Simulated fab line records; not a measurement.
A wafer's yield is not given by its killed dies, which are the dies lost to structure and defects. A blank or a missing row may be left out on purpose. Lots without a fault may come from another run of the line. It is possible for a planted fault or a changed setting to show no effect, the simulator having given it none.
Split-lot experiment    flow gf180mcu    on a route of 602 steps: 5 lots, 23 wafers read

## THE SPLIT ITSELF
At GF_STI_CVD_23 (deposits SiO2, target thk 650 nm, time 108.3 s), the setting sih4_flow_sccm was moved away from the recipe's 60 sccm on 11 of the 23 wafers read, by -14.4% to -5.0%. For the rest of the wafers, this setting stayed at what the recipe calls for.

No step appears in the file between the split and the reading.

## THE READING
STI_CVD_23_THK, in nm, at GF_STI_THK_MEAS_24. Fault-free wafers of this fab line usually give 649 nm, standard deviation 5.4 nm.

wafer   tool, chamber at the split  sih4_flow_sccm as run, sccm  against the recipe  STI_CVD_23_THK, nm  against lot-mates on the recipe
L074.1  hdpcvd-02, 1                60                           recipe              644                 -
L074.3  hdpcvd-02, 0                54.34                        -9.4%               582                 -61
L074.4  hdpcvd-02, 2                54.34                        -9.4%               590                 -53
L074.5  hdpcvd-02, 0                60                           recipe              639                 -
L074.6  hdpcvd-02, 1                60                           recipe              645                 -
L076.1  hdpcvd-02, 1                60                           recipe              643                 -
L076.2  hdpcvd-02, 0                52.13                        -13.1%              561                 -84
L076.3  hdpcvd-02, 2                52.13                        -13.1%              558                 -86
L076.5  hdpcvd-02, 1                52.13                        -13.1%              561                 -84
L076.6  hdpcvd-02, 0                60                           recipe              646                 -
L078.1  hdpcvd-01, 1                57                           -5.0%               613                 -32
L078.2  hdpcvd-01, 2                57                           -5.0%               615                 -30
L078.3  hdpcvd-01, 0                60                           recipe              646                 -
L078.4  hdpcvd-01, 0                57                           -5.0%               623                 -22
L078.5  hdpcvd-01, 1                60                           recipe              645                 -
L083.1  hdpcvd-02, 0                60                           recipe              653                 -
L083.2  hdpcvd-02, 2                51.36                        -14.4%              545                 -108
L083.3  hdpcvd-02, 1                60                           recipe              654                 -
L083.4  hdpcvd-02, 1                51.36                        -14.4%              555                 -98
L083.6  hdpcvd-02, 0                51.36                        -14.4%              556                 -98
L084.1  hdpcvd-02, 0                60                           recipe              648                 -
L084.4  hdpcvd-02, 1                60                           recipe              647                 -
L084.6  hdpcvd-02, 0                60                           recipe              653                 -

FIT RESULTS
A straight line over all 23 wafers: STI_CVD_23_THK changes by +6.59 nm for each +1% of sih4_flow_sccm; r = +0.99; the points scatter about the line by 4.5 nm.
The same after taking each lot's own level away (the mean of its wafers on the recipe; 23 wafers): +6.7 nm for each +1%; r = +0.99; scatter 4.7 nm.
Per that fit: largest sih4_flow_sccm move, reading shift of 97 nm.
Measured against the standard deviation above, the lots' own levels, which go from 642.7 to 653.5 nm, span 2.0 times it.
The two slopes agree, so the slope changes little with the lot-to-lot level.
Check: with one of the wafers moved furthest among these (-14.4%) left out of the fit, the line predicts -93.2 nm for it against its lot-mates. Against them it came out at -108 nm.

## FURTHER SPLITS ON THESE WAFERS
These wafers also went through other splits before the reading. Each is held against what the fit with the lots' levels taken away leaves over:
other split on the same wafers  wafers away from the commonest value  r with STI_CVD_23_THK (lot level and that fit taken away)
GF_STI_CVD_03 time_s            10                                    +0.03
GF_STI_ETCH_13 source_w         11                                    +0.30

## THE WHOLE CHAIN: every reading that the file lists as answering this split, in the file's order
step                what it does                                    reading                                                                     change (the file's fit)               r (the file's)
GF_STI_CVD_23       deposits SiO2, target thk 650 nm, time 108.3 s  SiO2_of_STI_CVD_23.thk_nm (the simulator's own value, which no gauge read)  +6.57 nm for each +1% of the setting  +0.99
GF_STI_THK_MEAS_24                                                  STI_CVD_23_THK                                                              +6.57 for each +1% of the setting     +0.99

## THE FILE'S OWN FIT
STI_CVD_23_THK changes by +6.57 nm for each +1% of sih4_flow_sccm, r = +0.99.
